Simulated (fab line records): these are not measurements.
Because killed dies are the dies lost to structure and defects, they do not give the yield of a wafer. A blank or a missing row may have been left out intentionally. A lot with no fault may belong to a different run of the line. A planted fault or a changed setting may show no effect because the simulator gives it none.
Chamber matching :: flow sky130 :: SKY_VIA3_CMP_24 on cmp-02 has 4 sister chambers
The step polishes, stops on SiO2, t overpolish 20 s, target thk 0 nm. 4 wafers are shown with their chamber, then 12 later ones without.

## WAFERS, EACH WITH ITS CHAMBER
wafer: L088.4
chamber: 3
time-to-endpoint-s (s): 93

wafer: L088.5
chamber: 2
time-to-endpoint-s (s): 97

wafer: L089.5
chamber: 0
time-to-endpoint-s (s): 95

wafer: L089.6
chamber: 1
time-to-endpoint-s (s): 93

## WAFERS WHOSE CHAMBER IS MISSING
wafer: L089.1
time-to-endpoint-s (s): 98

wafer: L089.2
time-to-endpoint-s (s): 93

wafer: L089.4
time-to-endpoint-s (s): 91

wafer: L091.2
time-to-endpoint-s (s): 92

wafer: L091.5
time-to-endpoint-s (s): 94

wafer: L091.6
time-to-endpoint-s (s): 99

wafer: L095.2
time-to-endpoint-s (s): 99

wafer: L095.3
time-to-endpoint-s (s): 95

wafer: L095.6
time-to-endpoint-s (s): 95

wafer: L097.4
time-to-endpoint-s (s): 90

wafer: L097.5
time-to-endpoint-s (s): 89

wafer: L097.6
time-to-endpoint-s (s): 98

## CHAMBER TAKEN BY EACH
wafer: L089.1
from the rows above: can't be placed: 2 or 0
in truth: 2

wafer: L089.2
from the rows above: can't be placed: 1 or 3 or 0
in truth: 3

wafer: L089.4
from the rows above: can't be placed: 1 or 3 or 0
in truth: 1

wafer: L091.2
from the rows above: can't be placed: 1 or 3 or 0
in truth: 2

wafer: L091.5
from the rows above: can't be placed: 0 or 1 or 3 or 2
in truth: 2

wafer: L091.6
from the rows above: can't be placed: 2 or 0
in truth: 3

wafer: L095.2
from the rows above: can't be placed: 2 or 0
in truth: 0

wafer: L095.3
from the rows above: can't be placed: 0 or 1 or 2 or 3
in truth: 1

wafer: L095.6
from the rows above: can't be placed: 0 or 1 or 2 or 3
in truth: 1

wafer: L097.4
from the rows above: can't be placed: 1 or 3 or 0
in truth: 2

wafer: L097.5
from the rows above: can't be placed: 1 or 3 or 0
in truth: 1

wafer: L097.6
from the rows above: can't be placed: 2 or 0
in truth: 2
0 of 12 placed correctly. From these rows, 12 cannot be placed; in 9 the true chamber is one of the candidates. 0 placed wrongly.
How it was worked out, from the rows above alone: a wafer's distance from a chamber is the root of the sum, over the readings, of the square of ((its reading less the chamber's mean) divided by the reading's scatter). If the next closest chamber is less than 2 further off than the closest, the wafer can't be placed; otherwise it belongs to the closest. Each chamber's mean is taken over the wafers shown for it. The scatter: root of mean squared gap, hidden wafer to nearest shown wafer, with one shown wafer a chamber.
